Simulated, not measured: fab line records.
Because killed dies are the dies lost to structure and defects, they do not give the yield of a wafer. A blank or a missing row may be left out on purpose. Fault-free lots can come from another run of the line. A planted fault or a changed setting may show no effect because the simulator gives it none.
Matching of chambers | flow gf180mcu | cmp-02 running GF_V5_CMP_04: 4 sister chambers
The step polishes SiO2. 16 wafers are shown with their chamber, then 8 later ones without.

== WAFERS, EACH WITH ITS CHAMBER ==
wafer  | chamber | motor_current_A (A) | slurry_flow_ml_min
L566.1 | 0       | 10.8                | 150.1
L566.2 | 1       | 12.6                | 149.8
L566.4 | 2       | 13.1                | 150.9
L569.2 | 1       | 12.6                | 149.3
L569.3 | 0       | 10.6                | 149.8
L569.6 | 1       | 12.3                | 149.8
L571.3 | 3       | 10.9                | 150.0
L571.4 | 0       | 10.4                | 150.3
L571.6 | 0       | 10.4                | 150.0
L572.3 | 3       | 10.8                | 150.3
L572.4 | 0       | 10.4                | 150.4
L572.6 | 0       | 10.6                | 150.5
L573.1 | 0       | 10.0                | 150.4
L573.4 | 3       | 10.8                | 150.1
L573.5 | 2       | 12.8                | 150.8
L575.2 | 0       | 10.2                | 151.1

SIGNATURES (means of the wafers above)
reading            | chamber 0 | chamber 1 | chamber 2 | chamber 3 | scatter within a chamber
motor_current_A    | 10.425    | 12.500    | 12.950    | 10.833    | 0.213
slurry_flow_ml_min | 150.325   | 149.633   | 150.850   | 150.133   | 0.328
Rule: distance of a wafer from a chamber = root of the sum over the readings of ((wafer's reading minus chamber's mean) / reading's scatter) squared. The wafer belongs to the nearest chamber; if the next one is less than 2 further off, it can't be placed. How the scatter is found: for the shown wafers, subtract from each reading the mean of its chamber, square and add these, divide the total by (wafers less chambers), then take the root.

== WAFERS WHOSE CHAMBER IS MISSING ==
wafer  | motor_current_A (A) | slurry_flow_ml_min
L575.4 | 11.9                | 148.9
L575.5 | 9.9                 | 149.8
L585.2 | 13.4                | 150.3
L585.3 | 10.1                | 149.9
L585.4 | 12.1                | 149.9
L589.1 | 10.9                | 149.3
L589.2 | 12.8                | 149.9
L589.3 | 9.6                 | 149.7

== CHAMBER TAKEN BY EACH ==
wafer  | from the rows above     | in truth
L575.4 | 1                       | 1
L575.5 | can't be placed: 0 or 3 | 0
L585.2 | can't be placed: 2 or 1 | 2
L585.3 | can't be placed: 0 or 3 | 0
L585.4 | 1                       | 1
L589.1 | can't be placed: 3 or 0 | 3
L589.2 | can't be placed: 1 or 2 | 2
L589.3 | can't be placed: 0 or 3 | 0
Correctly placed: 2 of 8. Not placeable from these rows: 6 (in 6, the candidates include the true chamber). 0 placed wrongly.
